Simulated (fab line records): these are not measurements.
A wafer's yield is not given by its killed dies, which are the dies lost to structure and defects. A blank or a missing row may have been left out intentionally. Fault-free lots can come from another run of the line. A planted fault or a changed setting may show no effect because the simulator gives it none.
Which tool is to blame? | flow gf180mcu | 6 lots, 18 wafers sampled, at 1 step of a route of 602

WHAT EACH GAUGE READ, for each wafer
GF_M1_OVL_MEAS_15.
lot  | measured     | on         | M1_OVL (nm)
L871 | day 17 04:46 | overlay-01 | 8 3 4
L875 | day 18 23:46 | overlay-01 | -8 -1 -4
L884 | day 22 15:59 | overlay-01 | 5 1 9
L886 | day 23 04:11 | overlay-02 | 4 12 8
L889 | day 24 00:47 | overlay-02 | -10 5 -5
L892 | day 24 21:43 | overlay-01 | -7 -2 2

WHICH TOOL RAN EACH LOT (tool, then ch and the chambers of the sampled wafers, then the start)
The record shows no process step preceding these readings.

THE ANSWER, worked out from the rows above alone
Rule: what is usual is taken from the lots themselves. Put in order of their means at a reading, lots are off if they are a third of the lots or fewer, leave a main group of 4 or more, and stand apart from it by a gap of 3 or more times the standard deviation of the main group's means; of several such gaps the widest counts. Not used: any main group whose means are identical at the precision the tables above print for the reading. A lot without any number at a reading at which 4 lots or more have one is off too. All remaining lots with rows at the step are treated as sound.
None of the lots is off at any reading shown; this tells nothing.

WHAT HAD BEEN PUT IN BY THE SIMULATOR
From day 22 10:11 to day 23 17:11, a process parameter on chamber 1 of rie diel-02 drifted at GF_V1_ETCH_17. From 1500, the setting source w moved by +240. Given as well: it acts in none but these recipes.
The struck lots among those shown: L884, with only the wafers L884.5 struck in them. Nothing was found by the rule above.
